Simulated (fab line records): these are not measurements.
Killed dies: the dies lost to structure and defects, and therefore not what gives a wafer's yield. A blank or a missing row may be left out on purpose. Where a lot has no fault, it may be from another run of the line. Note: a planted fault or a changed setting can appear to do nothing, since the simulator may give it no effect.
fab line records	flow sky130
record: lots: 13	wafers: 39	last_day: 50
route steps=708 shown LDD_N@248 CONTACT@411 METAL1@452 VIA1@460
lots with no fault: from the same line, run without faults
start_h: the number of hours between the record's first day and the start of the first shown wafer of the lot	wait_h: hours since the lot's step before	" identical to the entry in the row above	L1.1+2: a single row standing in for several wafers	- no value present, or no start provided	* or withheld: withheld	< > ~ a bound
route shown NAME@n: a module of which the file shows steps, and the number in the route of the first	usual: mean/standard deviation taken from wafers without a fault	same: alike in all rows	chamber/n: place in a boat	sites: each site's reading	_std_site: how widely they spread, as a standard deviation	_edge_site: outer sites' mean less inner sites'	radius_mm: for every site, how far away it sits from the centre of the wafer	mask NAME#n: copy n	behind: the tool/chamber that last shaped the wafer	hold: why the lot went on hold/how many hours it stayed there/how the hold came to an end	device: names the non-switching transistor (n, p or np)	end of line: tests run on the same wafers once the route is complete	a step given without rows: its recipe and nothing more	killed: at the first sort, the dies lost to defects and structure; wafer yield is something else	map: dies across one wafer; x = killed, . = not, _ = none there
set.NAME: the run value of the setting; set.NAME@STEP: its run value at that earlier step	model.NAME: the simulator's own value behind a step, which no gauge read
a sample of lots followed through the steps of the route, with each step as a table and each wafer as a row
services: when a tool's chamber went out of use (start_h, in hours from the record's first day, below 0 if earlier), for how many hours, and the reason
== steps ==
step: SKY_LDD_N_IMPLANT_11
recipe: species: As	energy_kev: 20	dose_cm2: 7.5e+13	tilt_deg: withheld	rotation_deg: 293
usual: dose_ions_cm2: 7.501e+13/8.4e+10	faraday_current_uA: 423/7.9
lot.wafer	tool	chamber	start_h	wait_h	dose_ions_cm2	faraday_current_uA
L583.4	implanter-01	0	415.73	0.1	7.502e+13	416
L583.5	"	0	"	"	7.502e+13	429
L583.6	"	0	"	"	7.514e+13	433
L584.1	implanter-03	0	415.80	0.1	7.508e+13	425
L584.3	"	0	"	"	7.494e+13	421
L584.5	"	0	"	"	7.498e+13	425
L585.3	implanter-03	0	434.29	0.1	7.5e+13	423
L585.5	"	0	"	"	7.497e+13	418
L585.6	"	0	"	"	7.489e+13	419
L588.2	implanter-02	0	461.47	0.1	7.501e+13	424
L588.3	"	0	"	"	7.499e+13	424
L588.6	"	0	"	"	7.506e+13	427
L589.1	implanter-01	0	465.50	0.1	6.93e+13	379
L589.2	"	0	"	"	6.924e+13	390
L589.4	"	0	"	"	6.93e+13	392
L590.1	implanter-01	0	480.30	0.1	6.933e+13	394
L590.3	"	0	"	"	6.917e+13	396
L590.6	"	0	"	"	6.932e+13	394
L597.2	implanter-03	0	539.82	0.1	7.495e+13	417
L597.4	"	0	"	"	7.494e+13	427
L597.5	"	0	"	"	7.5e+13	417
L600.1	implanter-01	0	556.14	0.1	7.507e+13	432
L600.5	"	0	"	"	7.498e+13	433
L600.6	"	0	"	"	7.491e+13	417
L599.1	implanter-02	0	558.24	0.1	7.496e+13	418
L599.2	"	0	"	"	7.495e+13	425
L599.3	"	0	"	"	7.507e+13	429
L601.1	implanter-03	0	570.85	0.1	7.519e+13	415
L601.2	"	0	"	"	7.495e+13	436
L601.5	"	0	"	"	7.52e+13	415
L602.1	implanter-02	0	575.15	0.1	7.497e+13	420
L602.3	"	0	"	"	7.491e+13	424
L602.4	"	0	"	"	7.487e+13	423
L603.2	implanter-03	0	582.42	0.1	7.505e+13	429
L603.3	"	0	"	"	7.504e+13	429
L603.5	"	0	"	"	7.498e+13	433
L605.1	implanter-03	0	606.40	0.1	7.494e+13	427
L605.5	"	0	"	"	7.491e+13	414
L605.6	"	0	"	"	7.502e+13	427
step: SKY_CONTACT_BOW_MEAS_05
recipe: mode: bow
usual: CONTACT_BOW: 83/6.6
lot.wafer	tool	chamber	start_h	wait_h	CONTACT_BOW[um]
L583.4	film_metro-04	-	718.16	0.3	84
L583.5	"	-	"	"	89
L583.6	"	-	"	"	86
L584.1	film_metro-01	-	719.68	0.1	91
L584.3	"	-	"	"	83
L584.5	"	-	"	"	73
L585.3	film_metro-04	-	736.92	0.2	82
L585.5	"	-	"	"	92
L585.6	"	-	"	"	90
L588.2	film_metro-01	-	756.10	0.2	75
L588.3	"	-	"	"	88
L588.6	"	-	"	"	75
L589.1	film_metro-01	-	762.70	0.1	75
L589.2	"	-	"	"	89
L589.4	"	-	"	"	93
L590.1	film_metro-03	-	783.90	0.2	75
L590.3	"	-	"	"	79
L590.6	"	-	"	"	90
L597.2	film_metro-04	-	826.47	0.2	75
L597.4	"	-	"	"	85
L597.5	"	-	"	"	80
L600.1	film_metro-04	-	838.18	0.1	80
L600.5	"	-	"	"	82
L600.6	"	-	"	"	88
L599.1	film_metro-03	-	843.30	0.1	94
L599.2	"	-	"	"	75
L599.3	"	-	"	"	79
L601.1	film_metro-01	-	853.67	0.2	76
L601.2	"	-	"	"	77
L601.5	"	-	"	"	79
L602.1	film_metro-03	-	859.15	0.1	96
L602.3	"	-	"	"	91
L602.4	"	-	"	"	80
L603.2	film_metro-04	-	865.12	0.2	81
L603.3	"	-	"	"	81
L603.5	"	-	"	"	83
L605.1	film_metro-03	-	884.31	0.2	82
L605.5	"	-	"	"	90
L605.6	"	-	"	"	77
step: SKY_METAL1_ETCH_18
recipe: chemistry: N2/H2	target: BARC	ion_energy_ev: 200	bias_w: 100	pressure_mtorr: 30	n2_flow_sccm: 100	h2_flow_sccm: 200	icp_w: 500	stop_on: SiO2	time_s: 45.9	target_depth_a: 600
usual: drypump_motor_current_A: 5.6/0.54	n2_flow_sccm: 99.98/0.29	oes_product_au: 0.855/0.0049	throttle_valve_pct: 13.225/0.0097
lot.wafer	tool	chamber	start_h	wait_h	drypump_motor_current_A	n2_flow_sccm	oes_product_au	rf_hours_counter_h	throttle_valve_pct
L583.4	rie_metal-03	1	773.12	0.0	6.5	99.83	0.860	-	13.221
L583.5	"	1	"	"	6.5	100.23	0.848	-	13.224
L583.6	"	0	"	"	5.4	100.36	0.853	-	13.236
L584.1	rie_metal-01	1	776.04	0.0	5.1	99.79	0.848	11	13.230
L584.3	"	1	"	"	5.2	99.23	0.852	-	13.227
L584.5	"	0	"	"	5.6	100.16	0.859	-	13.245
L585.3	rie_metal-03	1	791.96	0.0	6.5	99.83	0.858	-	13.230
L585.5	"	1	"	"	6.5	99.49	0.854	-	13.238
L585.6	"	0	"	"	5.4	100.05	0.856	-	13.229
L588.2	rie_metal-02	0	810.60	0.0	6.3	99.91	0.850	15	13.211
L588.3	"	1	"	"	5.0	100.41	0.855	-	13.230
L588.6	"	1	"	"	5.0	100.61	0.854	-	13.218
L589.1	rie_metal-03	0	818.87	0.0	5.4	100.06	0.853	4	13.219
L589.2	"	1	"	"	6.5	99.48	0.868	15	13.205
L589.4	"	1	"	"	6.5	100.27	0.846	-	13.207
L590.1	rie_metal-03	0	840.14	0.1	5.4	99.72	0.850	5	13.251
L590.3	"	0	"	"	5.4	99.84	0.861	-	13.230
L590.6	"	0	"	"	5.4	99.83	0.860	-	13.217
L597.2	rie_metal-01	1	882.70	0.1	5.2	99.82	0.850	-	13.221
L597.4	"	1	"	"	5.2	99.55	0.862	-	13.245
L597.5	"	1	"	"	5.1	99.69	0.855	-	13.239
L600.1	rie_metal-01	1	892.95	0.0	5.2	99.92	0.849	16	13.224
L600.5	"	1	"	"	5.2	99.69	0.856	-	13.222
L600.6	"	0	"	"	5.6	100.30	0.854	-	13.213
L599.1	rie_metal-03	1	897.30	0.0	6.5	100.60	0.850	2	13.220
L599.2	"	0	"	"	5.4	100.25	0.859	8	13.240
L599.3	"	1	"	"	6.5	100.22	0.857	-	13.227
L601.1	rie_metal-01	1	906.74	0.0	5.2	99.92	0.852	16	13.219
L601.2	"	0	"	"	5.6	100.03	0.864	6	13.219
L601.5	"	0	"	"	5.5	100.03	0.848	-	13.226
L602.1	rie_metal-02	1	911.85	0.0	5.0	100.46	0.849	3	13.223
L602.3	"	0	"	"	6.3	100.32	0.846	-	13.236
L602.4	"	1	"	"	5.0	99.93	0.857	-	13.222
L603.2	rie_metal-02	1	917.44	0.0	5.0	99.85	0.846	4	13.249
L603.3	"	1	"	"	5.0	99.65	0.849	-	13.211
L603.5	"	1	"	"	5.0	100.17	0.854	-	13.221
L605.1	rie_metal-03	1	937.35	0.0	6.5	100.00	0.852	4	13.215
L605.5	"	0	"	"	5.4	99.99	0.857	-	13.217
L605.6	"	1	"	"	6.5	99.81	0.860	-	13.222
step: SKY_VIA1_CMP_02
recipe: material: SiO2	down_force_psi: 4	platen_rpm: 60	pad_velocity_m_s: 0.94248
usual: motor_current_A: 12.6/1.2
lot.wafer	tool	chamber	start_h	wait_h	motor_current_A
L583.4	cmp-02	0	774.17	0.2	13.4
L583.5	"	1	"	"	13.3
L583.6	"	2	"	"	11.2
L584.3	cmp-01	3	777.39	0.0	14.1
L584.1	"	1	"	"	12.2
L584.5	"	0	"	"	10.4
L585.3	cmp-01	2	793.05	0.1	14.2
L585.5	"	0	"	"	10.6
L585.6	"	1	"	"	13.1
L588.3	cmp-01	2	811.57	0.1	13.9
L588.2	"	3	"	"	14.2
L588.6	"	2	"	"	14.3
L589.1	cmp-02	3	819.79	0.1	12.1
L589.4	"	0	"	"	14.0
L589.2	"	2	"	"	10.8
L590.3	cmp-02	1	841.28	0.0	12.2
L590.1	"	0	"	"	13.3
L590.6	"	1	"	"	12.4
L597.4	cmp-02	1	883.74	0.0	12.4
L597.2	"	2	"	"	11.2
L597.5	"	1	"	"	12.8
L600.1	cmp-02	0	894.02	0.2	12.8
L600.5	"	1	"	"	12.3
L600.6	"	2	"	"	11.6
L599.3	cmp-02	3	898.23	0.0	12.7
L599.1	"	0	"	"	13.3
L599.2	"	2	"	"	11.5
L601.1	cmp-02	2	907.68	0.1	11.4
L601.2	"	1	"	"	12.3
L601.5	"	2	"	"	11.3
L602.4	cmp-02	1	912.95	0.1	13.0
L602.1	"	2	"	"	11.6
L602.3	"	3	"	"	12.8
L603.2	cmp-02	0	918.49	0.1	13.0
L603.3	"	1	"	"	13.1
L603.5	"	0	"	"	13.4
L605.1	cmp-01	3	938.37	0.1	14.6
L605.5	"	1	"	"	12.1
L605.6	"	2	"	"	14.0
== services ==
tool	chamber	start_h	hours	kind
rie_metal-03	-	393.36	1.4	pm
cmp-02	-	411.89	4.0	pm
cmp-01	-	426.25	2.6	pm
cmp-02	-	429.07	5.6	pm
implanter-03	-	467.03	2.9	repair
implanter-03	-	467.85	12.9	repair
cmp-02	-	471.23	2.0	repair
implanter-03	-	480.49	2.9	repair
cmp-01	-	487.00	0.3	repair
implanter-03	-	508.97	2.8	repair
cmp-02	-	559.04	0.8	repair
cmp-02	-	567.47	1.0	repair
cmp-02	-	608.76	0.6	repair
cmp-02	-	638.83	2.9	repair
rie_metal-03	-	669.86	2.8	pm
implanter-03	-	696.08	3.7	repair
implanter-03	-	699.76	2.9	pm
cmp-02	-	706.13	1.9	repair
cmp-02	-	712.37	2.4	repair
cmp-02	-	751.89	4.0	pm
cmp-02	-	756.56	0.6	repair
cmp-02	-	801.43	4.5	pm
cmp-02	-	849.00	0.5	repair
cmp-02	-	895.95	0.8	repair
== key ==
first_sign: step: SKY_LDD_N_IMPLANT_11	reading: dose_ions_cm2	direction: down	sigmas: 69	usual: *	struck: *
effect: step: SKY_LDD_N_IMPLANT_11	reading: faraday_current_uA	direction: down	sigmas: 4.1	usual: 423	struck: 391
met_at SKY_LDD_N_IMPLANT_11
struck_lots L589,L590
tester_left_out L589,L590
not_acting_at SKY_CONTACT_BOW_MEAS_05,SKY_METAL1_ETCH_18,SKY_VIA1_CMP_02
onset_between 415.73 465.50
fault: kind: process_parameter_drift	tool: implanter-01	chamber: -	onset_h: 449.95	steps: SKY_LDD_N_IMPLANT_11	channel: dose_cm2	offset: *	shape: step	end_h: 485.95	acts_in: *	stated: *
tester_left_out: of these lots the tester's yield and bins aren't shown, on N5 and GAA mostly nor the transistor test; their killed dies are dies lost to structure and defects alone, not to doping, threshold or leakage, so they don't give the yield
